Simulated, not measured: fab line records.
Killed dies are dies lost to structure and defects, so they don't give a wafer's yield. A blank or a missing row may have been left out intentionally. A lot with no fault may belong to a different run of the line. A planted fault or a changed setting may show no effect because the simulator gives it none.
What tool caused it? | flow sfq-line | 15 lots, 45 wafers sampled, at 6 steps of a route of 325

## WHAT THE GAUGES SHOWED, per wafer
SFQ_I4_OVL_MEAS_928.
lot  | measured     | on         | I4_OVL (nm)
L803 | day 57 03:32 | overlay-01 | -11 -7 -10
L804 | day 57 08:53 | overlay-02 | -3 -2 5
L805 | day 57 13:40 | overlay-02 | -3 -6 -3
L806 | day 58 09:20 | overlay-02 | -1 -8 1
L807 | day 58 14:21 | overlay-01 | -10 -8 -8
L809 | day 58 22:44 | overlay-02 | 5 2 7
L810 | day 59 06:38 | overlay-01 | 6 3 1
L812 | day 64 22:24 | overlay-01 | -9 -10 -8
L813 | day 65 05:35 | overlay-01 | -3 0 -4
L818 | day 66 12:08 | overlay-01 | -2 -1 -5
L819 | day 66 18:08 | overlay-02 | 3 11 4
L820 | day 66 22:57 | overlay-02 | 5 -1 7
L821 | day 67 06:51 | overlay-01 | -3 -1 -7
L823 | day 67 15:22 | overlay-02 | 1 4 9
L825 | day 68 03:21 | overlay-02 | -1 -4 -9

SFQ_R5_RS_MEAS_933: uses a four-point probe to measure.
lot  | measured     | on            | R5_MONX_RS (ohm/sq)
L803 | day 67 03:11 | film-metro-01 | 6.98 6.93 7.16
L804 | day 67 15:56 | film-metro-04 | 7.19 6.99 7.02
L805 | day 68 01:14 | film-metro-01 | 7.07 7.11 7.10
L806 | day 69 03:02 | film-metro-03 | 7.18 7.04 7.02
L807 | day 69 06:04 | film-metro-04 | 7.15 7.21 7.21
L809 | day 69 23:29 | film-metro-01 | 7.13 7.02 6.97
L810 | day 70 08:30 | film-metro-01 | 7.09 7.17 7.13
L812 | day 72 06:04 | film-metro-01 | 7.11 7.14 7.15
L813 | day 72 12:02 | film-metro-04 | 7.15 7.07 6.93
L818 | day 73 09:57 | film-metro-01 | 10.39 7.09 7.11 10.44 7.13 7.12
L819 | day 73 16:46 | film-metro-03 | 10.38 10.23 7.02 10.43 10.26 7.02
L820 | day 74 01:04 | film-metro-03 | 10.31 7.19 7.16 10.37 7.21 7.16
L821 | day 74 05:49 | film-metro-03 | 7.13 7.05 7.09
L823 | day 74 15:28 | film-metro-01 | 7.05 6.97 6.97
L825 | day 75 02:41 | film-metro-04 | 7.23 7.27 7.27

SFQ_R5_THK_MEAS_934: measures by xrf.
lot  | measured     | on            | R5_MONX_THK (nm)
L803 | day 67 03:19 | film-metro-01 | 41.0 40.7 39.5
L804 | day 67 16:04 | film-metro-04 | 39.5 41.0 40.7
L805 | day 68 01:22 | film-metro-01 | 40.6 39.8 40.1
L806 | day 69 03:10 | film-metro-03 | 39.5 40.6 40.6
L807 | day 69 06:10 | film-metro-04 | 39.7 39.5 39.3
L809 | day 69 23:36 | film-metro-01 | 40.3 40.5 41.1
L810 | day 70 08:37 | film-metro-01 | 40.0 39.7 39.9
L812 | day 72 06:10 | film-metro-01 | 39.6 39.6 39.5
L813 | day 72 12:10 | film-metro-04 | 39.5 39.9 41.3
L818 | day 73 18:59 | film-metro-01 | 26.6 40.0 40.0 26.4 40.0 39.9
L819 | day 73 21:02 | film-metro-03 | 26.7 27.0 40.8 26.7 27.2 40.5
L820 | day 74 04:29 | film-metro-03 | 27.2 39.7 40.2 27.1 39.8 40.4
L821 | day 74 05:56 | film-metro-03 | 40.6 41.0 40.5
L823 | day 74 15:34 | film-metro-01 | 40.3 41.0 40.8
L825 | day 75 02:49 | film-metro-04 | 39.5 39.1 39.1

## TOOL THAT RAN EACH LOT (tool first, then ch and the chambers of the sampled wafers, then the start)
lot  | SFQ_TRILAYER_I3_VIA_BARC_OPEN_VIA_ETCH_121 | SFQ_TRILAYER_M5_STRIP_STRIP_127   | SFQ_TRILAYER_R5_DEP_SPUTTER_133
L803 | rie-diel-03 ch 0,3, day 51 02:08           | rie-metal-02 ch 0,1, day 66 22:02 | pvd-sputter-04, day 67 03:07
L804 | rie-diel-01 ch 0,1,3, day 51 09:20         | rie-metal-02 ch 0,1, day 67 05:56 | pvd-sputter-04, day 67 15:52
L805 | rie-diel-02 ch 1,3, day 51 16:32           | rie-metal-04 ch 0,1, day 67 09:32 | pvd-sputter-06, day 68 01:10
L806 | rie-diel-03 ch 0,1,2, day 52 15:20         | rie-metal-02 ch 0,1, day 67 21:38 | pvd-sputter-04, day 69 02:58
L807 | rie-diel-02 ch 0,2,3, day 52 22:58         | rie-metal-03 ch 0,1, day 67 22:50 | pvd-sputter-03, day 69 05:58
L809 | rie-diel-03 ch 0,1,2, day 53 09:46         | rie-metal-03 ch 0,1, day 68 06:02 | pvd-sputter-04, day 69 23:25
L810 | rie-diel-02 ch 1,3, day 53 20:34           | rie-metal-03 ch 0,1, day 68 10:50 | pvd-sputter-06, day 70 08:25
L812 | rie-diel-02 ch 1,2, day 54 19:59           | rie-metal-03 ch 0,1, day 71 14:47 | pvd-sputter-06, day 72 05:58
L813 | rie-diel-02 ch 1,2,3, day 54 23:35         | rie-metal-02 ch 1, day 71 20:00   | pvd-sputter-04, day 72 11:58
L818 | rie-diel-02 ch 1,2,3, day 56 21:39         | rie-metal-02 ch 0,1, day 73 04:24 | pvd-sputter-06, day 73 09:52
L819 | rie-diel-03 ch 0,1, day 57 01:15           | rie-metal-02 ch 0,1, day 73 11:36 | pvd-sputter-06, day 73 16:41
L820 | rie-diel-02 ch 1,2, day 57 02:27           | rie-metal-02 ch 0,1, day 73 20:04 | pvd-sputter-06, day 74 00:57
L821 | rie-diel-02 ch 2,3, day 57 04:51           | rie-metal-04 ch 0,1, day 74 00:40 | pvd-sputter-03, day 74 05:45
L823 | rie-diel-01 ch 1,2,3, day 57 19:15         | rie-metal-04 ch 0,1, day 74 10:28 | pvd-sputter-03, day 74 15:21
L825 | rie-diel-03 ch 0,2, day 58 19:15           | rie-metal-04 ch 0,1, day 74 21:31 | pvd-sputter-03, day 75 02:37
- SFQ_TRILAYER_I3_VIA_BARC_OPEN_VIA_ETCH_121: etches BARC in O2, target depth 125 nm, time 41.7 s.
- SFQ_TRILAYER_M5_STRIP_STRIP_127: strips in O2.
- SFQ_TRILAYER_R5_DEP_SPUTTER_133: material MoNx, target thk 40 nm, time 66.7 s.

## WHAT THE TOOLS THEMSELVES READ (means of the sampled wafers that have a number; where no wafer has one, the mark that the record gives instead)
SFQ_TRILAYER_I3_VIA_BARC_OPEN_VIA_ETCH_121.
lot  | tool        | drypump-motor-current-A (A) | oes-product-au (a.u.)
L803 | rie-diel-03 | 5.4                         | 0.688
L804 | rie-diel-01 | 5.6                         | 0.687
L805 | rie-diel-02 | 5.9                         | 0.684
L806 | rie-diel-03 | 5.1                         | 0.688
L807 | rie-diel-02 | 6.0                         | 0.684
L809 | rie-diel-03 | 5.1                         | 0.688
L810 | rie-diel-02 | 5.6                         | 0.684
L812 | rie-diel-02 | 5.6                         | 0.686
L813 | rie-diel-02 | 5.9                         | 0.688
L818 | rie-diel-02 | 5.8                         | 0.687
L819 | rie-diel-03 | 5.1                         | 0.687
L820 | rie-diel-02 | 5.6                         | 0.680
L821 | rie-diel-02 | 6.1                         | 0.686
L823 | rie-diel-01 | 5.5                         | 0.687
L825 | rie-diel-03 | 5.2                         | 0.683

SFQ_TRILAYER_M5_STRIP_STRIP_127.
lot  | tool         | drypump-motor-current-A (A) | oes-product-au (a.u.)
L803 | rie-metal-02 | 6.0                         | 0.997
L804 | rie-metal-02 | 6.0                         | 1.007
L805 | rie-metal-04 | 5.5                         | 0.997
L806 | rie-metal-02 | 6.0                         | 1.007
L807 | rie-metal-03 | 5.7                         | 1.010
L809 | rie-metal-03 | 5.4                         | 1.000
L810 | rie-metal-03 | 5.7                         | 1.007
L812 | rie-metal-03 | 5.7                         | 1.013
L813 | rie-metal-02 | 6.3                         | 1.012
L818 | rie-metal-02 | 5.8                         | 0.997
L819 | rie-metal-02 | 5.8                         | 1.001
L820 | rie-metal-02 | 5.8                         | 0.996
L821 | rie-metal-04 | 5.5                         | 0.989
L823 | rie-metal-04 | 5.5                         | 0.994
L825 | rie-metal-04 | 5.4                         | 0.992

SFQ_TRILAYER_R5_DEP_SPUTTER_133.
lot  | tool           | throttle-valve-pct (%)
L803 | pvd-sputter-04 | 30.2
L804 | pvd-sputter-04 | 30.2
L805 | pvd-sputter-06 | 29.9
L806 | pvd-sputter-04 | 28.9
L807 | pvd-sputter-03 | 30.4
L809 | pvd-sputter-04 | 29.0
L810 | pvd-sputter-06 | 30.1
L812 | pvd-sputter-06 | 30.6
L813 | pvd-sputter-04 | 29.4
L818 | pvd-sputter-06 | 30.3
L819 | pvd-sputter-06 | 30.8
L820 | pvd-sputter-06 | 30.6
L821 | pvd-sputter-03 | 29.6
L823 | pvd-sputter-03 | 29.5
L825 | pvd-sputter-03 | 29.1

## THE ANSWER, worked out from the rows above alone
Rule: what is usual is taken from the lots themselves. Put in order of their means at a reading, lots are off if they are a third of the lots or fewer, leave a main group of 4 or more, and stand apart from it by a gap of 3 or more times the standard deviation of the main group's means; of several such gaps the widest counts. The tables above print the reading to a certain number of digits; a main group whose means all agree to those digits is not used. A lot without any number at a reading at which 4 lots or more have one is off too. The other lots that the step has rows for count as sound. After the gauges, taken in route order, come the tools' own readings; for these a lot's mean is taken, as printed above. At the first step where some lot is off, the reading lying furthest off is the one used; lots without a number count as furthest.
Off: L818, L819, L820, at SFQ_R5_RS_MEAS_933 (R5_MONX_RS). The main group: mean 7.10 ohm/sq, standard deviation 0.07.
If a tool, at a process step before that reading, ran all the lots that are off and no sound lot after the first of them, it fits. The gauges at SFQ_R5_RS_MEAS_933 are tried like those tools. This does not decide it: 2 tools fit, namely rie-metal-02 at SFQ_TRILAYER_M5_STRIP_STRIP_127 and pvd-sputter-06 at SFQ_TRILAYER_R5_DEP_SPUTTER_133.

## WHAT THE SIMULATOR HAD INSERTED
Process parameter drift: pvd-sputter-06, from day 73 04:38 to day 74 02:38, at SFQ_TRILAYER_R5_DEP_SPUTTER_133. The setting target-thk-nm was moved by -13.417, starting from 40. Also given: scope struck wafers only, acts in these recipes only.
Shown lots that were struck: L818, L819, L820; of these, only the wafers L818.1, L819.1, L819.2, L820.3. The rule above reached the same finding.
